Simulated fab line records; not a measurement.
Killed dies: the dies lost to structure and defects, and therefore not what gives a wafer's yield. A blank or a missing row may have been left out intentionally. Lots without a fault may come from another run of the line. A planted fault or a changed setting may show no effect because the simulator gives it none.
2 desks, one fault + flow gf180mcu + every desk sees just its own numbers, and what lay behind them comes last

== AT THE METROLOGY DESK ==
Lot by lot, what the gauges showed, no matter which tool ran the lot: averages of those sampled wafers that carry a number. A lot is out of limits, marked OUT, if its mean lies more than 4 standard deviations from the usual mean; the brackets give that distance.
Columns: A = V4_W_RS at GF_V4_RS_MEAS_24, usual 0.3248 ohm/sq; B = V4_W_THK at GF_V4_THK_MEAS_25, usual 349 nm
| lot  | first seen here | A      | B   |
|------|-----------------|--------|-----|
| L992 | day 27 07:58    | 0.3261 | 344 |
| L993 | day 27 15:25    | 0.3288 | 347 |
| L996 | day 28 16:37    | 0.3232 | 348 |
| L104 | day 30 22:13    | 0.3246 | 355 |
| L105 | day 31 03:04    | 0.3271 | 350 |
| L106 | day 31 05:40    | 0.3248 | 346 |
Result from this desk: across the 6 lots, nothing is out of limits.

== DESK OF THE TOOL OWNER: pvdSputter-02 ==
The tool's own readings at GF_MIM_SPUTTER_01 (material TiN, target thk 30 nm, time 25 s): means of the sampled wafers that have a number, for each lot that ran on this tool. A lot is out of limits, marked OUT, if its mean lies more than 4 standard deviations from the usual mean; the brackets give that distance.
Columns: A = throttleValvePct at GF_MIM_SPUTTER_01, usual 29.6 %
| lot  | first seen here | A    |
|------|-----------------|------|
| L992 | day 27 08:32    | 30.2 |
| L993 | day 27 15:59    | 29.6 |
| L104 | day 30 22:48    | 29.4 |
Result from this desk: across the 3 lots, nothing is out of limits.

== BROUGHT TOGETHER ==
Metrology desk: nothing out of limits seen.
Nothing out of limits was seen by the tool owner's desk.

== WHAT THE SIMULATOR HAD PUT IN ==
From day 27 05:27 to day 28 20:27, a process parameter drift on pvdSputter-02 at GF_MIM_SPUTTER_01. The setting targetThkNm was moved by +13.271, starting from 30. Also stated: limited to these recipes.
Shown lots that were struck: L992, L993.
